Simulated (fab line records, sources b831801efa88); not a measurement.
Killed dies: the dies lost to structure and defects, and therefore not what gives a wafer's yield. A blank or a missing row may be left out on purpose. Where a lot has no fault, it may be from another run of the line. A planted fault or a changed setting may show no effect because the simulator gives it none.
Split-lot trial || flow gf180mcu || 5 lots, 23 wafers read, on a route of 602 steps

## ON THE SPLIT
At GF_POLY_GATE_CVD_00 (deposits poly-Si, target thk 200 nm, time 1200 s), the setting pressureMtorr was moved away from the recipe's 200 mTorr on 15 of the 23 wafers read, by +5.2% to +8.3%. For the rest of the wafers, this setting stayed at what the recipe calls for.

Reading taken at the split's own step.

## THE READING
poly-Si_of_POLY_GATE_CVD_00.thkNm (the simulator's own value, which no gauge read), in nm, at GF_POLY_GATE_CVD_00 (deposits poly-Si, target thk 200 nm, time 1200 s). The file does not state a usual value for it. Average 201.6 nm, standard deviation 0.78 nm, over the 8 wafers here run with the recipe.

{"wafer": "L076.2", "tool, chamber at the split": "-, -", "pressureMtorr as run, mTorr": 210.5, "against the recipe": "+5.2%", "poly-Si_of_POLY_GATE_CVD_00.thkNm, nm": 204.3, "against lot-mates on the recipe": "no lot-mate on the recipe"}
{"wafer": "L076.3", "tool, chamber at the split": "-, -", "pressureMtorr as run, mTorr": 210.5, "against the recipe": "+5.2%", "poly-Si_of_POLY_GATE_CVD_00.thkNm, nm": 204.6, "against lot-mates on the recipe": "no lot-mate on the recipe"}
{"wafer": "L076.4", "tool, chamber at the split": "-, -", "pressureMtorr as run, mTorr": 210.5, "against the recipe": "+5.2%", "poly-Si_of_POLY_GATE_CVD_00.thkNm, nm": 203.9, "against lot-mates on the recipe": "no lot-mate on the recipe"}
{"wafer": "L076.5", "tool, chamber at the split": "-, -", "pressureMtorr as run, mTorr": 210.5, "against the recipe": "+5.2%", "poly-Si_of_POLY_GATE_CVD_00.thkNm, nm": 204.2, "against lot-mates on the recipe": "no lot-mate on the recipe"}
{"wafer": "L076.6", "tool, chamber at the split": "-, -", "pressureMtorr as run, mTorr": 210.5, "against the recipe": "+5.2%", "poly-Si_of_POLY_GATE_CVD_00.thkNm, nm": 203.5, "against lot-mates on the recipe": "no lot-mate on the recipe"}
{"wafer": "L077.1", "tool, chamber at the split": "lpcvd-01, 1", "pressureMtorr as run, mTorr": 200, "against the recipe": "recipe", "poly-Si_of_POLY_GATE_CVD_00.thkNm, nm": 202.4, "against lot-mates on the recipe": "-"}
{"wafer": "L077.2", "tool, chamber at the split": "lpcvd-01, 1", "pressureMtorr as run, mTorr": 200, "against the recipe": "recipe", "poly-Si_of_POLY_GATE_CVD_00.thkNm, nm": 201.6, "against lot-mates on the recipe": "-"}
{"wafer": "L077.6", "tool, chamber at the split": "lpcvd-01, 1", "pressureMtorr as run, mTorr": 200, "against the recipe": "recipe", "poly-Si_of_POLY_GATE_CVD_00.thkNm, nm": 200.7, "against lot-mates on the recipe": "-"}
{"wafer": "L080.1", "tool, chamber at the split": "-, -", "pressureMtorr as run, mTorr": 216.7, "against the recipe": "+8.3%", "poly-Si_of_POLY_GATE_CVD_00.thkNm, nm": 211.4, "against lot-mates on the recipe": "no lot-mate on the recipe"}
{"wafer": "L080.2", "tool, chamber at the split": "-, -", "pressureMtorr as run, mTorr": 216.7, "against the recipe": "+8.3%", "poly-Si_of_POLY_GATE_CVD_00.thkNm, nm": 211.4, "against lot-mates on the recipe": "no lot-mate on the recipe"}
{"wafer": "L080.3", "tool, chamber at the split": "-, -", "pressureMtorr as run, mTorr": 216.7, "against the recipe": "+8.3%", "poly-Si_of_POLY_GATE_CVD_00.thkNm, nm": 209.9, "against lot-mates on the recipe": "no lot-mate on the recipe"}
{"wafer": "L080.5", "tool, chamber at the split": "-, -", "pressureMtorr as run, mTorr": 216.7, "against the recipe": "+8.3%", "poly-Si_of_POLY_GATE_CVD_00.thkNm, nm": 211.1, "against lot-mates on the recipe": "no lot-mate on the recipe"}
{"wafer": "L080.6", "tool, chamber at the split": "-, -", "pressureMtorr as run, mTorr": 216.7, "against the recipe": "+8.3%", "poly-Si_of_POLY_GATE_CVD_00.thkNm, nm": 209.1, "against lot-mates on the recipe": "no lot-mate on the recipe"}
{"wafer": "L082.1", "tool, chamber at the split": "-, -", "pressureMtorr as run, mTorr": 200, "against the recipe": "recipe", "poly-Si_of_POLY_GATE_CVD_00.thkNm, nm": 201.5, "against lot-mates on the recipe": "-"}
{"wafer": "L082.2", "tool, chamber at the split": "-, -", "pressureMtorr as run, mTorr": 200, "against the recipe": "recipe", "poly-Si_of_POLY_GATE_CVD_00.thkNm, nm": 200.5, "against lot-mates on the recipe": "-"}
{"wafer": "L082.3", "tool, chamber at the split": "-, -", "pressureMtorr as run, mTorr": 200, "against the recipe": "recipe", "poly-Si_of_POLY_GATE_CVD_00.thkNm, nm": 201.7, "against lot-mates on the recipe": "-"}
{"wafer": "L082.5", "tool, chamber at the split": "-, -", "pressureMtorr as run, mTorr": 200, "against the recipe": "recipe", "poly-Si_of_POLY_GATE_CVD_00.thkNm, nm": 201.1, "against lot-mates on the recipe": "-"}
{"wafer": "L082.6", "tool, chamber at the split": "-, -", "pressureMtorr as run, mTorr": 200, "against the recipe": "recipe", "poly-Si_of_POLY_GATE_CVD_00.thkNm, nm": 203, "against lot-mates on the recipe": "-"}
{"wafer": "L084.1", "tool, chamber at the split": "-, -", "pressureMtorr as run, mTorr": 213.6, "against the recipe": "+6.8%", "poly-Si_of_POLY_GATE_CVD_00.thkNm, nm": 209.3, "against lot-mates on the recipe": "no lot-mate on the recipe"}
{"wafer": "L084.2", "tool, chamber at the split": "-, -", "pressureMtorr as run, mTorr": 213.6, "against the recipe": "+6.8%", "poly-Si_of_POLY_GATE_CVD_00.thkNm, nm": 209.3, "against lot-mates on the recipe": "no lot-mate on the recipe"}
{"wafer": "L084.3", "tool, chamber at the split": "-, -", "pressureMtorr as run, mTorr": 213.6, "against the recipe": "+6.8%", "poly-Si_of_POLY_GATE_CVD_00.thkNm, nm": 207.6, "against lot-mates on the recipe": "no lot-mate on the recipe"}
{"wafer": "L084.5", "tool, chamber at the split": "-, -", "pressureMtorr as run, mTorr": 213.6, "against the recipe": "+6.8%", "poly-Si_of_POLY_GATE_CVD_00.thkNm, nm": 208.8, "against lot-mates on the recipe": "no lot-mate on the recipe"}
{"wafer": "L084.6", "tool, chamber at the split": "-, -", "pressureMtorr as run, mTorr": 213.6, "against the recipe": "+6.8%", "poly-Si_of_POLY_GATE_CVD_00.thkNm, nm": 209.2, "against lot-mates on the recipe": "no lot-mate on the recipe"}

FIT RESULTS
A straight line over all 23 wafers: poly-Si_of_POLY_GATE_CVD_00.thkNm changes by +1.03 nm for each +1% of pressureMtorr; r = +0.92; the points scatter about the line by 1.5 nm.
Too few moved wafers with a lot-mate on the recipe to fit a line net of each lot's own level.

## FILE'S OWN FIT
poly-Si_of_POLY_GATE_CVD_00.thkNm changes by +1.03 nm for each +1% of pressureMtorr, r = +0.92.
